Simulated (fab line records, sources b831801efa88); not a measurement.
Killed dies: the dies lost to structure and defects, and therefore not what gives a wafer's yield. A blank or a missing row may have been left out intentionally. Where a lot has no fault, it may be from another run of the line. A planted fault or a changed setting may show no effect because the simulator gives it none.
Matching of chambers || flow sky130 || SKY_CONTACT_CMP_27 on cmp-01: 4 sister chambers
The step polishes, stops on SiO2, t overpolish 15 s, target thk 0 nm. 15 wafers are shown with their chamber, then 7 later ones without.

WAFERS, EACH WITH ITS CHAMBER
{"wafer": "L633.1", "chamber": 1, "motor current A (A)": 11.8, "time to endpoint s (s)": 81.9}
{"wafer": "L633.4", "chamber": 2, "motor current A (A)": 11.5, "time to endpoint s (s)": 82.0}
{"wafer": "L633.5", "chamber": 2, "motor current A (A)": 11.6, "time to endpoint s (s)": 81.2}
{"wafer": "L639.1", "chamber": 3, "motor current A (A)": 9.7, "time to endpoint s (s)": 79.5}
{"wafer": "L640.2", "chamber": 0, "motor current A (A)": 8.1, "time to endpoint s (s)": 84.9}
{"wafer": "L640.3", "chamber": 1, "motor current A (A)": 11.3, "time to endpoint s (s)": 82.8}
{"wafer": "L640.4", "chamber": 3, "motor current A (A)": 9.5, "time to endpoint s (s)": 85.9}
{"wafer": "L644.1", "chamber": 0, "motor current A (A)": 7.9, "time to endpoint s (s)": 84.5}
{"wafer": "L644.2", "chamber": 1, "motor current A (A)": 11.7, "time to endpoint s (s)": 81.9}
{"wafer": "L644.6", "chamber": 0, "motor current A (A)": 8.3, "time to endpoint s (s)": 83.5}
{"wafer": "L648.2", "chamber": 0, "motor current A (A)": 8.2, "time to endpoint s (s)": 86.5}
{"wafer": "L648.4", "chamber": 3, "motor current A (A)": 9.4, "time to endpoint s (s)": 80.5}
{"wafer": "L648.5", "chamber": 1, "motor current A (A)": 12.3, "time to endpoint s (s)": 83.8}
{"wafer": "L649.3", "chamber": 0, "motor current A (A)": 8.1, "time to endpoint s (s)": 86.1}
{"wafer": "L649.4", "chamber": 3, "motor current A (A)": 9.5, "time to endpoint s (s)": 81.8}

SIGNATURES, as means of the wafers listed above
{"reading": "motor current A", "chamber 0": 8.120, "chamber 1": 11.775, "chamber 2": 11.550, "chamber 3": 9.525, "scatter within a chamber": 0.243}
{"reading": "time to endpoint s", "chamber 0": 85.100, "chamber 1": 82.600, "chamber 2": 81.600, "chamber 3": 81.925, "scatter within a chamber": 1.72}
Rule: for a wafer and a chamber, the distance is found by dividing, reading by reading, the gap between the wafer's reading and the chamber's mean by the reading's scatter, squaring, summing and taking the root. If the next closest chamber is less than 2 further off than the closest, the wafer can't be placed; otherwise it belongs to the closest. The scatter: take each reading less its chamber's mean, square it, sum over the shown wafers, divide by the number of wafers less the number of chambers, and take the root.

WAFERS WHOSE CHAMBER IS MISSING
{"wafer": "L649.6", "motor current A (A)": 11.3, "time to endpoint s (s)": 82.3}
{"wafer": "L651.1", "motor current A (A)": 9.2, "time to endpoint s (s)": 78.7}
{"wafer": "L651.4", "motor current A (A)": 7.6, "time to endpoint s (s)": 82.5}
{"wafer": "L651.5", "motor current A (A)": 11.9, "time to endpoint s (s)": 81.8}
{"wafer": "L653.1", "motor current A (A)": 8.3, "time to endpoint s (s)": 86.1}
{"wafer": "L653.3", "motor current A (A)": 11.2, "time to endpoint s (s)": 80.0}
{"wafer": "L653.5", "motor current A (A)": 9.6, "time to endpoint s (s)": 84.1}

WHICH CHAMBER EACH WENT THROUGH
{"wafer": "L649.6", "from the rows above": "can't be placed: 2 or 1", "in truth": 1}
{"wafer": "L651.1", "from the rows above": 3, "in truth": 3}
{"wafer": "L651.4", "from the rows above": 0, "in truth": 0}
{"wafer": "L651.5", "from the rows above": "can't be placed: 1 or 2", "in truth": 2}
{"wafer": "L653.1", "from the rows above": 0, "in truth": 0}
{"wafer": "L653.3", "from the rows above": "can't be placed: 2 or 1", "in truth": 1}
{"wafer": "L653.5", "from the rows above": 3, "in truth": 3}
Placed correctly: 4 of 7. From these rows, 3 cannot be placed; in 3 the true chamber is one of the candidates. 0 placed wrongly.
